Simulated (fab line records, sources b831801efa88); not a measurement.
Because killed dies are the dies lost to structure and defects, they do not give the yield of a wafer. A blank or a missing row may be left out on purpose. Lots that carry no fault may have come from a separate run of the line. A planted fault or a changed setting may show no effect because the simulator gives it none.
Which tool did it?	flow gf180mcu	12 lots, 36 wafers sampled, at 3 steps of a route of 602

## WHAT EACH GAUGE READ, for each wafer
GF_M1_OVL_MEAS_15. Usual: M1_OVL typically reads -1 nm, with standard deviation 6.2.
lot	measured	on	M1_OVL (nm)	flag
L559	day 17 02:35	overlay-02	5 3 -5	
L560	day 17 13:02	overlay-01	-11 -3 -6	
L563	day 19 00:34	overlay-02	3 0 -1	
L564	day 19 07:37	overlay-01	1 -7 3	
L573	day 22 13:02	overlay-02	-2 -6 13	
L574	day 23 01:46	overlay-01	3 9 0	
L575	day 23 10:56	overlay-01	2 9 0	
L576	day 23 19:26	overlay-02	-8 -3 -4	
L579	day 24 21:07	overlay-01	-6 5 2	
L580	day 24 21:31	overlay-01	-5 6 -6	
L581	day 24 23:19	overlay-01	8 -2 -2	
L582	day 25 20:20	overlay-02	3 7 2	

GF_V1_OVL_MEAS_15. Usual: V1_OVL typically reads -2 nm, with standard deviation 4.
lot	measured	on	V1_OVL (nm)	flag
L559	day 18 03:02	overlay-02	-6 -5 -4	
L560	day 18 13:32	overlay-02	4 -1 1	
L563	day 20 01:53	overlay-02	-8 -13 -1	
L564	day 20 09:17	overlay-01	1 0 3	
L573	day 23 13:46	overlay-01	4 -4 -5	
L574	day 24 01:47	overlay-02	-4 -3 -5	
L575	day 24 18:13	overlay-02	-3 -3 0	
L576	day 24 19:59	overlay-01	-4 -7 -1	
L579	day 25 22:40	overlay-01	4 0 -5	
L580	day 25 23:26	overlay-01	-10 -1 -4	
L581	day 26 00:01	overlay-02	-8 -11 -9	
L582	day 26 18:29	overlay-01	2 -3 -7	

## WHAT TOOL EACH LOT RAN ON (gives the tool, then ch and the chambers of the sampled wafers, and finally the start)
lot	GF_V1_CMP_04
L559	cmp-02 ch 1,2,3, day 17 03:35
L560	cmp-02 ch 0,1,3, day 17 14:07
L563	cmp-02 ch 1,2,3, day 19 01:43
L564	cmp-02 ch 0,1,2, day 19 08:39
L573	cmp-01 ch 1,2, day 22 14:17
L574	cmp-02 ch 2,3, day 23 02:46
L575	cmp-01 ch 2,3, day 23 11:56
L576	cmp-02 ch 1,2, day 23 20:30
L579	cmp-01 ch 0,1,3, day 25 01:14
L580	cmp-02 ch 2,3, day 25 01:47
L581	cmp-02 ch 0,1,3, day 25 02:26
L582	cmp-02 ch 0,3, day 25 21:21
- GF_V1_CMP_04: polishes SiO2.

## WHAT THE TOOLS THEMSELVES READ (means of the sampled wafers that have a number; where no wafer has one, the mark that the record gives instead)
GF_V1_CMP_04. Usual: motor-current-A 11.6 A, standard deviation 1.8; slurry-filter-dp-kPa 13.49 kPa, standard deviation 0.15; time-to-endpoint-s 83 s, standard deviation 5.3.
lot	tool	motor-current-A (A)	slurry-filter-dp-kPa (kPa)	time-to-endpoint-s (s)	flag
L559	cmp-02	11.8	13.56	83	
L560	cmp-02	10.6	13.48	79	
L563	cmp-02	12.0	13.48	81	
L564	cmp-02	11.3	13.56	86	
L573	cmp-01	12.5	13.30	82	
L574	cmp-02	11.3	13.41	81	
L575	cmp-01	12.5	13.41	79	
L576	cmp-02	13.2	13.58	82	
L579	cmp-01	12.4	13.44	84	
L580	cmp-02	11.6	13.54	76	
L581	cmp-02	10.6	13.47	84	
L582	cmp-02	9.1	13.46	80	

## THE ANSWER, worked out from the rows above alone
Rule: lot off if the mean of its wafers having a number is beyond 3 standard deviations from the usual mean. A lot without any number at a reading at which 4 lots or more have one is off too. All remaining lots with rows at the step are treated as sound. The gauges are gone through in route order, then the tools' own readings, and for those a lot's mean is taken as printed above. The first step at which some lot is off is used, and at that step the reading that is off furthest; a lot without a number counts as furthest.
No lot is off at any reading shown: from this, nothing can be told.

## WHAT THE SIMULATOR PUT IN
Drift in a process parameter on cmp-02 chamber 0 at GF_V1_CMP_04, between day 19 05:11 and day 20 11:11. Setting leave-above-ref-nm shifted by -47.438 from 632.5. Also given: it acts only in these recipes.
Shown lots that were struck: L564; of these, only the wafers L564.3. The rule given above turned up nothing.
